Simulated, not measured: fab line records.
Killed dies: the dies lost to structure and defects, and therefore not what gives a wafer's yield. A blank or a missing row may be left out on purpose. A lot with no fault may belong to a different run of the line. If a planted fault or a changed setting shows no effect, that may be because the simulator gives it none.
What tool caused it? -- flow sky130 -- Sampling: 12 lots, 36 wafers, 2 of 708 route steps

## WHAT EACH GAUGE READ, for each wafer
SKY_LDD_P_OVL_MEAS_08.
lot,measured,on,LDD_P_OVL (nm)
L076,day 20 09:19,overlay-02,1.5 0.6 0.1
L077,day 20 18:34,overlay-01,1.6 0.6 2.0
L079,day 21 00:46,overlay-01,-0.4 -2.2 0.4
L081,day 21 19:10,overlay-02,-0.8 -1.8 -0.8
L083,day 22 11:34,overlay-01,0.3 -0.5 0.2
L085,day 23 17:10,overlay-01,-0.3 -1.3 -0.5
L087,day 24 02:28,overlay-02,-0.7 -1.3 -0.3
L089,day 25 03:07,overlay-02,-1.1 -0.7 -1.8
L091,day 25 10:19,overlay-01,-0.5 -0.9 -0.6
L093,day 26 07:49,overlay-02,-0.5 -0.5 -3.6
L095,day 28 15:55,overlay-02,-2.0 -1.1 -0.5
L097,day 28 12:57,overlay-01,0.8 0.5 0.6

## WHICH TOOL RAN EACH LOT (tool, then ch and the chambers of the sampled wafers, then the start)
lot,SKY_FIELD_ISO_ETCH_17
L076,"rie_si-01 ch 1,2, day 2 18:07"
L077,"rie_si-02 ch 0,3, day 3 00:22"
L079,"rie_si-02 ch 0,1,3, day 3 07:23"
L081,"rie_si-02 ch 1,2, day 3 18:26"
L083,"rie_si-02 ch 0,2,3, day 4 04:37"
L085,"rie_si-01 ch 2,3, day 4 13:04"
L087,"rie_si-02 ch 0,1, day 5 00:35"
L089,"rie_si-01 ch 0,2,3, day 5 12:56"
L091,"rie_si-02 ch 2,3, day 5 20:07"
L093,"rie_si-02 ch 0,2,3, day 6 07:13"
L095,"rie_si-02 ch 1,2,3, day 6 20:58"
L097,"rie_si-01 ch 0,1,2, day 7 03:53"
- SKY_FIELD_ISO_ETCH_17: etches Si in HBr/Cl2/O2, target depth 342 nm, time 97.7 s.

## THE ANSWER, worked out from the rows above alone
Rule: the lots themselves supply what counts as usual. Put in order of their means at a reading, lots are off if they are a third of the lots or fewer, leave a main group of 4 or more, and stand apart from it by a gap of 3 or more times the standard deviation of the main group's means; of several such gaps the widest counts. A main group whose means are all the same, to the digits that the tables above print for the reading, isn't used. A lot without any number at a reading at which 4 lots or more have one is off too. The other lots that the step has rows for count as sound.
No lot is off at any reading shown: from this, nothing can be told.

## WHAT WAS PUT IN BY THE SIMULATOR
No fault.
